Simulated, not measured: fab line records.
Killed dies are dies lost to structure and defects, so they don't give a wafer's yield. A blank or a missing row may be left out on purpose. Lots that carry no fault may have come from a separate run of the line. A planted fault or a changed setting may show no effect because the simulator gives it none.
fab line records	flow sky130
record lots=12	wafers=36	last-day=50
route steps=708 shown VT_ADJUST_HVTR@142 LDD_N@246 LDD_P@265 LDD_HVN@276 PAD_OPEN@708
lots that met no fault: taken from a fault-free run of the same line
start-h: hours from the record's first day to the start of the lot's first wafer shown	wait-h: hours since the lot's step before	" as in the row above	L1.1+2: several wafers, shown together as one row	- no value, or no start was given	* or withheld: withheld	< > ~ a bound
route shown NAME@n: names a module that has steps shown in the file, with the first one's number in the route	usual: average and standard deviation across the fault-free wafers	same: alike in all rows	chamber/n: place in a boat	sites: per-site readings	_std_site: the standard deviation of these	_edge_site: outer sites' mean less inner sites'	radius-mm: for every site, how far away it sits from the centre of the wafer	mask NAME#n: copy n	behind: the last tool/chamber to shape the wafer	hold: why the lot was held/for how many hours/how that ended	device: transistor that didn't switch, given as n, p or np	end of line: tests of these same wafers at the route's end	where a step has no rows: the recipe by itself	killed: dies lost to structure and defects at the first sort, not the wafer's yield	map: a wafer's dies, marking killed ones x, the rest . and places with no die _
set.NAME: the setting as run; set.NAME@STEP: as run at that earlier step	model.NAME: the simulator's own value behind a step, which no gauge read
the route's steps for a sample of lots (tables are steps, rows are wafers)
services: when a tool's chamber went out of use (start-h, in hours from the record's first day, below 0 if earlier), for how many hours, and the reason
## steps
# step SKY_VT_ADJUST_HVTR_TW_MEAS_11
# usual VT_ADJUST_HVTR_TW=214.2/2.1
lot.wafer	tool	chamber	start-h	wait-h	VT_ADJUST_HVTR_TW
L639.2	film-metro-04	-	221.81	0.1	216.4
L639.5	"	-	"	"	217.3
L639.6	"	-	"	"	216.0
L638.3	film-metro-04	-	223.68	0.1	215.5
L638.4	"	-	"	"	216.5
L638.5	"	-	"	"	215.9
L640.2	film-metro-04	-	226.17	0.1	216.2
L640.3	"	-	"	"	218.1
L640.6	"	-	"	"	216.7
L643.2	film-metro-03	-	240.36	0.1	212.5
L643.3	"	-	"	"	214.0
L643.4	"	-	"	"	213.7
L647.3	film-metro-04	-	280.78	0.1	215.4
L647.4	"	-	"	"	214.7
L647.6	"	-	"	"	215.5
L648.2	film-metro-04	-	282.63	0.1	216.5
L648.4	"	-	"	"	214.6
L648.6	"	-	"	"	216.6
L651.1	film-metro-04	-	308.67	0.1	214.5
L651.2	"	-	"	"	213.6
L651.4	"	-	"	"	215.3
L654.1	film-metro-04	-	336.55	0.1	216.5
L654.3	"	-	"	"	216.6
L654.5	"	-	"	"	217.3
L656.1	film-metro-03	-	346.67	0.1	212.0
L656.3	"	-	"	"	212.2
L656.4	"	-	"	"	211.5
L655.1	film-metro-04	-	348.40	0.1	216.6
L655.2	"	-	"	"	216.1
L655.4	"	-	"	"	216.2
L657.1	film-metro-02	-	352.87	0.1	210.6
L657.3	"	-	"	"	211.8
L657.6	"	-	"	"	211.0
L658.2	film-metro-03	-	357.53	0.1	211.0
L658.3	"	-	"	"	211.9
L658.6	"	-	"	"	212.1
# step SKY_LDD_N_IMPLANT_09
# recipe species=As	energy-kev=20	dose-cm2=7.5e+13	tilt-deg=withheld	rotation-deg=113
# usual beam-energy-keV=20.000/0.0069	beam-on-s=10.02/0.2	faraday-current-uA=422/8.5
lot.wafer	tool	chamber	start-h	wait-h	beam-energy-keV	beam-on-s	faraday-current-uA
L639.2	implanter-02	0	423.92	0.1	20.004	9.71	437
L639.5	"	0	"	"	19.999	10.26	410
L639.6	"	0	"	"	20.000	10.09	420
L640.2	implanter-02	0	444.12	0.1	19.998	10.27	414
L640.3	"	0	"	"	20.013	10.16	418
L640.6	"	0	"	"	19.998	10.29	411
L638.3	implanter-04	0	444.39	0.1	20.013	10.48	405
L638.4	"	0	"	"	20.004	10.22	414
L638.5	"	0	"	"	20.003	9.84	429
L643.2	implanter-01	0	451.05	0.1	19.998	9.66	435
L643.3	"	0	"	"	19.992	10.26	411
L643.4	"	0	"	"	19.990	10.05	423
L647.3	implanter-04	0	492.79	0.1	19.999	10.09	420
L647.4	"	0	"	"	19.995	9.89	426
L647.6	"	0	"	"	19.991	10.08	421
L648.2	implanter-02	0	494.02	0.1	20.006	10.01	421
L648.4	"	0	"	"	20.000	10.62	397
L648.6	"	0	"	"	19.997	10.12	419
L651.1	implanter-04	0	550.18	0.1	16.647	10.69	396
L651.2	"	0	"	"	16.659	11.26	376
L651.4	"	0	"	"	16.655	11.08	383
L654.1	implanter-04	0	559.53	0.1	16.641	10.90	390
L654.3	"	0	"	"	16.638	10.96	386
L654.5	"	0	"	"	16.642	10.41	404
L656.1	implanter-01	0	568.69	0.1	19.992	10.03	423
L656.3	"	0	"	"	19.998	10.13	418
L656.4	"	0	"	"	19.998	10.09	419
L655.1	implanter-02	0	573.29	0.1	20.002	9.92	425
L655.2	"	0	"	"	20.008	10.07	419
L655.4	"	0	"	"	20.004	10.06	420
L657.1	implanter-01	0	578.84	0.1	20.003	9.78	433
L657.3	"	0	"	"	19.998	9.95	425
L657.6	"	0	"	"	20.001	9.80	431
L658.2	implanter-01	0	584.07	0.1	20.002	9.73	435
L658.3	"	0	"	"	20.009	10.25	412
L658.6	"	0	"	"	20.004	10.17	417
# step SKY_LDD_P_STRIP_10
# recipe chemistry=O2/N2	power-w=1400	pressure-mtorr=1500	platen-temp-c=withheld	o2-flow-sccm=3000	n2-flow-sccm=300	overash-fraction=0.5
# usual chamber-pressure-mTorr=1500.0/1.3	drypump-motor-current-A=5.5/0.44	oes-product-au=0.715/0.0045	strip-time-to-endpoint-s=14.182/0.029
lot.wafer	tool	chamber	start-h	wait-h	chamber-pressure-mTorr	drypump-motor-current-A	oes-product-au	rf-hours-counter-h	strip-time-to-endpoint-s
L639.2	plasma-asher-01	1	456.27	0.1	1501.7	5.8	0.723	2	14.228
L639.5	"	1	"	"	1499.1	5.8	0.710	-	14.188
L639.6	"	0	"	"	1499.9	4.9	0.712	-	14.162
L640.2	plasma-asher-01	1	476.26	0.1	1498.5	5.8	0.723	4	14.169
L640.3	"	1	"	"	1502.6	5.8	0.715	-	14.171
L640.6	"	0	"	"	1501.1	4.9	0.708	-	14.169
L638.3	plasma-asher-02	0	476.58	0.1	1500.9	6.0	0.715	-	14.154
L638.4	"	1	"	"	1499.1	5.4	0.715	-	14.175
L638.5	"	0	"	"	1501.4	6.0	0.710	-	14.159
L643.2	plasma-asher-02	0	482.71	0.1	1501.8	6.0	0.715	68	14.246
L643.3	"	1	"	"	1502.3	5.4	0.716	-	14.202
L643.4	"	0	"	"	1499.7	6.0	0.719	-	14.181
L647.3	plasma-asher-01	0	524.31	0.1	1498.7	4.9	0.712	-	14.201
L647.4	"	1	"	"	1500.0	5.8	0.711	-	14.203
L647.6	"	1	"	"	1500.9	5.8	0.717	-	14.182
L648.2	plasma-asher-01	1	525.00	0.1	1500.8	5.8	0.720	9	14.166
L648.4	"	1	"	"	1501.1	5.8	0.711	-	14.191
L648.6	"	1	"	"	1500.5	5.8	0.716	-	14.188
L651.1	plasma-asher-01	1	581.36	0.1	1499.2	5.8	0.713	15	14.165
L651.2	"	0	"	"	1501.3	4.9	0.719	15	14.184
L651.4	"	0	"	"	1499.4	4.9	0.717	-	14.171
L654.1	plasma-asher-01	1	590.11	0.1	1502.6	5.8	0.715	15	14.182
L654.3	"	1	"	"	1500.7	5.8	0.716	-	14.190
L654.5	"	1	"	"	1501.4	5.8	0.717	-	14.155
L656.1	plasma-asher-03	0	599.21	0.1	1501.9	6.0	0.712	94	14.177
L656.3	"	1	"	"	1500.1	5.0	0.719	-	14.197
L656.4	"	0	"	"	1500.4	6.0	0.713	-	14.172
L655.1	plasma-asher-02	1	603.77	0.1	1499.1	5.4	0.714	79	14.121
L655.2	"	0	"	"	1500.9	6.0	0.717	79	14.145
L655.4	"	0	"	"	1500.7	6.0	0.718	-	14.137
L657.1	plasma-asher-01	0	609.85	0.1	1500.7	4.9	0.718	17	14.231
L657.3	"	0	"	"	1499.9	4.9	0.725	-	14.248
L657.6	"	0	"	"	1500.5	4.9	0.717	-	14.174
L658.2	plasma-asher-02	1	613.87	0.1	1499.8	5.4	0.715	81	14.204
L658.3	"	1	"	"	1499.4	5.4	0.714	-	14.203
L658.6	"	1	"	"	1500.3	5.4	0.711	-	14.186
# step SKY_LDD_HVN_STRIP_09
# recipe chemistry=O2/N2	power-w=1400	pressure-mtorr=1500	platen-temp-c=withheld	o2-flow-sccm=3000	n2-flow-sccm=300	overash-fraction=0.5
# usual chamber-pressure-mTorr=1500.1/1.5	drypump-motor-current-A=5.5/0.38	oes-product-au=0.409/0.0042	strip-time-to-endpoint-s=4.139/0.014
lot.wafer	tool	chamber	start-h	wait-h	chamber-pressure-mTorr	drypump-motor-current-A	oes-product-au	rf-hours-counter-h	strip-time-to-endpoint-s
L639.2	plasma-asher-04	0	486.98	0.1	1497.7	5.6	0.414	33	4.133
L639.5	"	1	"	"	1498.4	5.0	0.406	-	4.139
L639.6	"	0	"	"	1501.3	5.7	0.412	-	4.127
L640.2	plasma-asher-02	1	506.65	0.1	1502.9	5.4	0.406	70	4.153
L640.3	"	1	"	"	1500.3	5.4	0.416	-	4.125
L640.6	"	1	"	"	1502.8	5.4	0.408	-	4.158
L638.3	plasma-asher-04	1	506.99	0.1	1497.6	5.0	0.408	-	4.154
L638.4	"	0	"	"	1498.5	5.7	0.409	-	4.153
L638.5	"	1	"	"	1502.0	5.1	0.409	-	4.158
L643.2	plasma-asher-01	1	512.88	0.1	1501.7	5.8	0.408	8	4.123
L643.3	"	1	"	"	1499.6	5.8	0.403	-	4.121
L643.4	"	0	"	"	1500.3	4.9	0.405	-	4.129
L647.3	plasma-asher-04	0	555.16	0.1	1499.9	5.7	0.410	-	4.159
L647.4	"	1	"	"	1500.0	5.1	0.412	-	4.161
L647.6	"	0	"	"	1498.4	5.7	0.412	-	4.163
L648.2	plasma-asher-02	0	555.30	0.1	1499.1	6.0	0.410	75	4.138
L648.4	"	1	"	"	1500.6	5.4	0.413	-	4.125
L648.6	"	1	"	"	1499.9	5.4	0.406	-	4.128
L651.1	plasma-asher-01	0	610.98	0.1	1498.9	4.9	0.410	18	4.131
L651.2	"	1	"	"	1499.8	5.8	0.412	18	4.124
L651.4	"	0	"	"	1501.8	4.9	0.412	-	4.147
L654.1	plasma-asher-02	0	619.00	0.1	1499.1	6.0	0.412	81	4.149
L654.3	"	0	"	"	1500.6	6.0	0.408	-	4.117
L654.5	"	1	"	"	1497.1	5.4	0.411	-	4.136
L656.1	plasma-asher-04	0	628.14	0.1	1498.6	5.7	0.414	47	4.146
L656.3	"	0	"	"	1499.7	5.7	0.417	-	4.134
L656.4	"	1	"	"	1503.2	5.1	0.415	-	4.131
L655.1	plasma-asher-01	0	632.80	0.1	1500.1	4.9	0.407	20	4.118
L655.2	"	1	"	"	1501.5	5.8	0.409	20	4.125
L655.4	"	1	"	"	1498.6	5.8	0.411	-	4.129
L657.1	plasma-asher-04	0	638.45	0.1	1498.8	5.7	0.412	48	4.131
L657.3	"	1	"	"	1501.1	5.0	0.413	-	4.121
L657.6	"	1	"	"	1500.6	5.0	0.409	-	4.120
L658.2	plasma-asher-04	1	643.98	0.1	1498.0	5.1	0.410	48	4.136
L658.3	"	0	"	"	1500.1	5.7	0.410	-	4.151
L658.6	"	0	"	"	1501.0	5.7	0.409	-	4.135
# step SKY_PAD_OPEN_PROBE_99
# usual killed_at_M0_to_M3=45/7.5	killed_at_M4_up=2.8/1.9	killed-at-contacts=25/5.5	killed-at-front-end=14/4	killed-at-other=0.3/0.75	killed-dies=87/9.4	killed-open=47/6.6	killed-short=39/6.6
# same gross-dies=492	killed-at-back-side=0
lot.wafer	tool	chamber	start-h	wait-h	killed_at_M0_to_M3	killed_at_M4_up	killed-at-contacts	killed-at-front-end	killed-at-other	killed-dies	killed-open	killed-short
L648.2	prober-01	-	1138.67	0.1	48	2	23	13	0	86	52	34
L648.4	prober-01	-	1138.77	0.2	40	6	20	23	1	90	46	44
L648.6	prober-01	-	1138.87	0.2	36	3	30	18	0	87	45	42
# killed by level:class
L648.2 VIA1:geometric-particle:open=15 CONTACT:geometric-particle:open=11 METAL2:geometric-particle:short=8 VIA3:geometric-particle:open=6 FIELD_ISO:geometric-particle:open=5 VIA2:geometric-particle:open=5 LOCAL_INTERCONNECT:geometric-particle:short=4 POLY_GATE:geometric-particle:short=3
L648.4 CONTACT:geometric-particle:open=9 FIELD_ISO:geometric-particle:open=9 METAL2:geometric-particle:short=9 VIA1:geometric-particle:open=7 VIA3:geometric-particle:open=6 VIA2:geometric-particle:open=6 METAL4:geometric-particle:short=5 CONTACT:geometric-particle:short=5
L648.6 CONTACT:geometric-particle:open=10 LI_CONTACT:geometric-particle:open=9 FIELD_ISO:geometric-particle:open=7 METAL2:geometric-particle:short=7 FIELD_ISO:geometric-particle:short=6 VIA1:geometric-particle:open=6 LOCAL_INTERCONNECT:geometric-particle:short=6 METAL1:geometric-particle:short=5
## services
tool	chamber	start-h	hours	kind
plasma-asher-02	-	400.19	0.5	repair
plasma-asher-01	-	421.25	9.0	pm
plasma-asher-01	0	421.25	9.0	vent-cycle
plasma-asher-01	1	421.25	9.0	vent-cycle
plasma-asher-01	0	430.25	-	clean
plasma-asher-01	1	430.25	-	clean
implanter-04	-	452.21	5.4	repair
plasma-asher-03	-	455.57	0.7	repair
plasma-asher-01	-	481.46	3.8	repair
implanter-04	-	497.84	0.8	repair
implanter-04	-	511.71	2.0	repair
implanter-04	-	521.40	4.9	repair
plasma-asher-01	-	557.41	2.3	repair
plasma-asher-03	-	568.71	1.1	repair
plasma-asher-03	-	570.49	1.9	repair
implanter-02	-	583.74	2.8	repair
implanter-01	-	611.05	1.2	repair
plasma-asher-04	-	617.57	4.3	repair
plasma-asher-01	-	641.11	6.0	repair
## key
first-sign step=SKY_LDD_N_IMPLANT_09	reading=beam-energy-keV	direction=down	sigmas=99+	usual=*	struck=*
effect step=SKY_LDD_N_IMPLANT_09	reading=beam-on-s	direction=up	sigmas=4.2	usual=10.02	struck=10.88
met-at SKY_LDD_N_IMPLANT_09
struck-lots L651,L654
tester-left-out L651,L654
not-acting-at SKY_VT_ADJUST_HVTR_TW_MEAS_11,SKY_LDD_P_STRIP_10,SKY_LDD_HVN_STRIP_09
onset-between 492.79 550.18
fault kind=process-parameter-drift	tool=implanter-04	chamber=-	onset-h=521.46	steps=SKY_LDD_N_IMPLANT_09	channel=energy-kev	offset=*	shape=step	end-h=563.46	acts-in=*	stated=*
# tester-left-out: of these lots the tester's yield and bins aren't shown, on N5 and GAA mostly nor the transistor test; their killed dies are dies lost to structure and defects alone, not to doping, threshold or leakage, so they don't give the yield
